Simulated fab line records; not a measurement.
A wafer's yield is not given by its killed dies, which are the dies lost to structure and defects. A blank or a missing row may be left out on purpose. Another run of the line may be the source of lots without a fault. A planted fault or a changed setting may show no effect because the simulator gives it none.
A lot that was struck, set against a sound lot | flow sky130 | 35 out of 708 route steps
Sound: the wafers L675.3, L675.5, L675.6. Wafers struck: L672.2, L672.4, L672.5. The cause is named last.
Order at every step that has rows: each side's tool, ch and its chambers, its first start. Under that, the readings that differ: sound wafers | struck wafers | difference of the means | sigmas: that difference in standard deviations of wafers without a fault.
alike: words and numbers the same on both sides, and readings whose means are apart by under 2 such deviations; not compared: readings that were withheld, readings missing a value for some wafer, numbers with overlapping values and no deviation given by the record, and bounds like >300 which may hide the same value.
Wherever a step has rows on one side only, a row that says differs or no value, or a row with sigmas, the two part there. Non-overlapping numbers with no deviation appear without sigmas and do not part them. Lack of a reading on every wafer of one side parts them only where that side has two or more wafers.

first, 5 steps without rows for these wafers: SKY_VT_ADJUST_HVTR_COAT_02 (resist thk 1140 nm); SKY_VT_ADJUST_HVTR_SOFTBAKE_03 (time 60 s); SKY_VT_ADJUST_HVTR_EXPOSE_04 (exposes mask HVTRM, target cd 380 nm); SKY_VT_ADJUST_HVTR_PEB_05; SKY_VT_ADJUST_HVTR_DEVELOP_06 (develop time 60 s).
SKY_VT_ADJUST_HVTR_CD_MEAS_07: target cd 380 nm.
  sound on cdSem-01, day 11 16:15; struck on cdSem-01, day 10 18:01
  alike: cdNm
SKY_VT_ADJUST_HVTR_OVL_MEAS_08:
  sound on overlay-01, day 11 16:20; struck on overlay-02, day 10 18:07
  alike: VT_ADJUST_HVTR_OVL
after that, 1 step had no rows for these wafers: SKY_VT_ADJUST_HVTR_IMPLANT_09.
SKY_VT_ADJUST_HVTR_STRIP_10: strips in O2/N2.
  sound on plasmaAsher-01 ch 0,1, day 11 16:33; struck on plasmaAsher-04 ch 0, day 10 18:18
  alike: drypumpMotorCurrentA, oesProductAu, stripTimeToEndpointS
  not compared: rfHoursCounterH
SKY_VT_ADJUST_HVTR_TW_MEAS_11:
  sound on filmMetro-01, day 11 16:38; struck on filmMetro-01, day 10 18:25
  alike: VT_ADJUST_HVTR_TW
then, 2 steps without rows for these wafers: SKY_VT_ADJUST_PCH_DEHYDRATE_00 (time 60 s); SKY_VT_ADJUST_PCH_HMDS_01 (prime time 60 s).
SKY_VT_ADJUST_PCH_COAT_02: resist thk 3000 nm.
  sound on lithoTrack-03 ch 0, day 12 04:55; struck on lithoTrack-03, day 11 05:53
  no value came back on the struck wafers for chillPlateTempC (C), dispensePressureKPa (kPa); on the sound wafers chillPlateTempC (C) reads 22.92 22.91 22.85
then, 4 steps without rows for these wafers: SKY_VT_ADJUST_PCH_SOFTBAKE_03; SKY_VT_ADJUST_PCH_EXPOSE_04 (exposes mask NWM, target cd 840 nm); SKY_VT_ADJUST_PCH_PEB_05; SKY_VT_ADJUST_PCH_DEVELOP_06 (develop time 60 s).
SKY_VT_ADJUST_PCH_OVL_MEAS_07:
  sound on overlay-02, day 12 16:18; struck on overlay-02, day 11 17:11
reading                | sound          | struck | difference                    | sigmas
VT_ADJUST_PCH_OVL (nm) | -2.0 -1.9 -0.7 | - - -  | no value on the struck wafers | 
after that, 1 step had no rows for these wafers: SKY_VT_ADJUST_PCH_IMPLANT_08.
SKY_VT_ADJUST_PCH_STRIP_09: strips in O2/N2.
  sound on plasmaAsher-03 ch 0,1, day 12 16:31; struck on plasmaAsher-03 ch 0,1, day 11 17:22
  no value came back on the struck wafers for oesProductAu (a.u.), stripTimeToEndpointS (s); on the sound wafers oesProductAu (a.u.) reads 0.717 0.727 0.718
  alike: drypumpMotorCurrentA
  not compared: rfHoursCounterH
SKY_VT_ADJUST_PCH_TW_MEAS_10:
  sound on filmMetro-02, day 12 16:35; struck on filmMetro-03, day 11 17:29
reading          | sound             | struck            | difference | sigmas
VT_ADJUST_PCH_TW | 142.4 142.5 142.3 | 145.6 145.4 145.8 | +3.2       | +2
then, 7 steps without rows for these wafers: SKY_SONOS_TUNNEL_DEHYDRATE_00 (time 60 s); SKY_SONOS_TUNNEL_HMDS_01 (prime time 60 s); SKY_SONOS_TUNNEL_COAT_02 (resist thk 1140 nm); SKY_SONOS_TUNNEL_SOFTBAKE_03 (time 60 s); SKY_SONOS_TUNNEL_EXPOSE_04 (exposes mask TUNM, target cd 410 nm); SKY_SONOS_TUNNEL_PEB_05; SKY_SONOS_TUNNEL_DEVELOP_06 (develop time 60 s).
SKY_SONOS_TUNNEL_CD_MEAS_07: target cd 410 nm.
  sound on cdSem-01, day 13 17:40; struck on cdSem-02, day 12 16:35
  alike: cdNm
SKY_SONOS_TUNNEL_OVL_MEAS_08:
  sound on overlay-02, day 13 17:46; struck on overlay-02, day 12 16:41
  alike: SONOS_TUNNEL_OVL
then, 3 steps without rows for these wafers: SKY_SONOS_TUNNEL_IMPLANT_09; SKY_SONOS_TUNNEL_WET_ETCH_10 (etches SiO2 in dHF, target depth 14 nm, time 280 s); SKY_SONOS_TUNNEL_STRIP_11 (strips in SPM, time 600 s).
SKY_SONOS_TUNNEL_TW_MEAS_12:
  sound on filmMetro-03, day 13 18:13; struck on filmMetro-01, day 12 17:14
reading         | sound             | struck            | difference | sigmas
SONOS_TUNNEL_TW | 200.5 200.2 200.7 | 210.2 209.9 210.8 | +9.8       | +5
then, 1 step without rows for these wafers: SKY_SONOS_TUNNEL_CLEAN_13 (cleans in dHF, time 20 s).

WHERE THEY PART
First at SKY_VT_ADJUST_PCH_COAT_02; last, within this record, at SKY_SONOS_TUNNEL_TW_MEAS_12.

WHY: what the simulator had put in
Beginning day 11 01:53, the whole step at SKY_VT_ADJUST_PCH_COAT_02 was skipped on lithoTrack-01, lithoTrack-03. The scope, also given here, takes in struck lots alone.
